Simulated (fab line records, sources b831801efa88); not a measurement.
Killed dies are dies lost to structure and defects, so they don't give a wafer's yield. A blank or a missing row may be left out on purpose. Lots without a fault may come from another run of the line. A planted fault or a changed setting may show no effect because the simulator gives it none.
A struck lot beside a sound one | flow sky130 | 17 steps out of a route of 708
Sound: wafers L227.1, L227.4, L227.5. Struck: wafers L226.1, L226.4, L226.5. The cause comes at the end.
At each step with rows: each side's tool, then ch and its chambers, then its first start. Under that, the readings that differ: sound wafers | struck wafers | difference of the means | sigmas: that difference in standard deviations of wafers without a fault.
alike: readings whose means differ by less than 2 such deviations, and words and numbers that are the same on both sides. not compared: withheld readings, readings that some wafer has no value for, bounds like >300 that may hide the same value, and numbers for which the record gives no deviation and whose values overlap.
The two part at a step that has a row with sigmas, a row that says differs or no value, or rows on one side only. Numbers that don't overlap but have no deviation are shown without sigmas and don't part them. A reading that every wafer of one side lacks parts them only if that side has two wafers or more.

SKY_VT_ADJUST_HVTR_OVL_MEAS_08:
  sound on overlay-01, day 13 01:32; struck on overlay-02, day 12 17:17
  alike: VT_ADJUST_HVTR_OVL
then, 1 step without rows for these wafers: SKY_VT_ADJUST_HVTR_IMPLANT_09.
SKY_VT_ADJUST_HVTR_STRIP_10: strips in O2/N2.
  sound on plasma_asher-02 ch 0,1, day 13 01:43; struck on plasma_asher-02 ch 1, day 12 17:29
  alike: drypump_motor_current_A, n2_flow_sccm, oes_product_au, strip_time_to_endpoint_s
  not compared: rf_hours_counter_h
SKY_VT_ADJUST_HVTR_TW_MEAS_11:
  sound on film_metro-01, day 13 01:49; struck on film_metro-02, day 12 17:35
  reading           | sound             | struck            | difference | sigmas
  VT_ADJUST_HVTR_TW | 208.9 209.9 210.5 | 213.2 212.4 213.6 | +3.3       | +2
then, 7 steps without rows for these wafers: SKY_VT_ADJUST_PCH_DEHYDRATE_00 (time 60 s); SKY_VT_ADJUST_PCH_HMDS_01 (prime time 60 s); SKY_VT_ADJUST_PCH_COAT_02 (resist thk 3000 nm); SKY_VT_ADJUST_PCH_SOFTBAKE_03; SKY_VT_ADJUST_PCH_EXPOSE_04 (exposes mask NWM, target cd 840 nm); SKY_VT_ADJUST_PCH_PEB_05; SKY_VT_ADJUST_PCH_DEVELOP_06 (develop time 60 s).
SKY_VT_ADJUST_PCH_OVL_MEAS_07:
  sound on overlay-02, day 14 03:37; struck on overlay-01, day 13 17:55
  alike: VT_ADJUST_PCH_OVL
SKY_VT_ADJUST_PCH_IMPLANT_08:
  sound on implanter-01 ch 0, day 14 03:40; struck on implanter-02 ch 0, day 13 17:57
  reading                          | sound                      | struck                        | difference | sigmas
  beam_on_s (s)                    | 9.87 10.01 9.91            | 12.10 11.63 11.87             | +1.94      | +10
  end_station_pressure_torr (Torr) | 5.17e-06 4.84e-06 4.96e-06 | 9.469e-05 9.163e-05 9.414e-05 | +8.850e-05 | +99 or more
  faraday_current_uA               | 2.84 2.82 2.84             | 2.37 2.45 2.40                | -0.43      | -8
SKY_VT_ADJUST_PCH_STRIP_09: strips in O2/N2.
  sound on plasma_asher-04 ch 0,1, day 14 03:49; struck on plasma_asher-01 ch 1, day 13 18:06
  alike: drypump_motor_current_A, n2_flow_sccm, oes_product_au, strip_time_to_endpoint_s
  not compared: rf_hours_counter_h
SKY_VT_ADJUST_PCH_TW_MEAS_10:
  sound on film_metro-02, day 14 03:55; struck on film_metro-02, day 13 18:12
  reading          | sound             | struck            | difference | sigmas
  VT_ADJUST_PCH_TW | 143.9 143.7 144.1 | 151.1 150.6 149.7 | +6.6       | +4
then, 1 step without rows for these wafers: SKY_SONOS_TUNNEL_DEHYDRATE_00 (time 60 s).
-- the record jumps here: 35 days lie between the struck wafers' starts before and after (it left off in module SONOS_TUNNEL and takes up again in module PAD_OPEN, whose first step shown is number 708 of the route) --
SKY_PAD_OPEN_PROBE_99:
  sound on prober-01, day 48 15:53; struck on prober-02, day 48 08:39
  reading                                   | sound                   | struck                  | difference | sigmas
  model.etest.pfet_g5v0d10v5.off_log10_a_um | -13.19 -13.3 -13.06     | -12.07 -12.11 -11.75    | +1.21      |
  model.etest.pfet_01v8_lvt.off_log10_a_um  | -9.254 -9.234 -9.264    | -8.527 -8.299 -8.198    | +0.909     |
  model.etest.pfet_g5v0d10v5.vt_sat_v (V)   | -0.7095 -0.7203 -0.698  | -0.5871 -0.5876 -0.5656 | +0.1292    |
  model.etest.pfet_16v.vt_v (V)             | -1.136 -1.145 -1.142    | -1.055 -1.037 -1.043    | +0.096     |
  model.etest.pfet_g5v0d10v5.vt_v (V)       | -0.8858 -0.8901 -0.8712 | -0.7937 -0.7937 -0.7824 | +0.0924    |
  model.etest.pfet_g5v0d10v5.vt_long_v (V)  | -0.9567 -0.9688 -0.9644 | -0.8852 -0.8766 -0.8796 | +0.0828    |
  model.etest.pfet_01v8_lvt.vt_sat_v (V)    | -0.476 -0.4841 -0.4814  | -0.4064 -0.3949 -0.4001 | +0.0800    |
  model.etest.pfet_01v8_lvt.vt_v (V)        | -0.5609 -0.5666 -0.5656 | -0.4981 -0.4914 -0.4959 | +0.0692    |
  alike: killed_at_M0_to_M3, killed_at_M4_up, killed_at_contacts, killed_at_front_end, killed_at_other, killed_dies, killed_open, killed_short

WHERE THEY PART
First at SKY_VT_ADJUST_HVTR_TW_MEAS_11; last, within this record, at SKY_VT_ADJUST_PCH_TW_MEAS_10. Later steps at which nothing parts them and some readings are alike: SKY_PAD_OPEN_PROBE_99.

WHY: what the simulator had put in
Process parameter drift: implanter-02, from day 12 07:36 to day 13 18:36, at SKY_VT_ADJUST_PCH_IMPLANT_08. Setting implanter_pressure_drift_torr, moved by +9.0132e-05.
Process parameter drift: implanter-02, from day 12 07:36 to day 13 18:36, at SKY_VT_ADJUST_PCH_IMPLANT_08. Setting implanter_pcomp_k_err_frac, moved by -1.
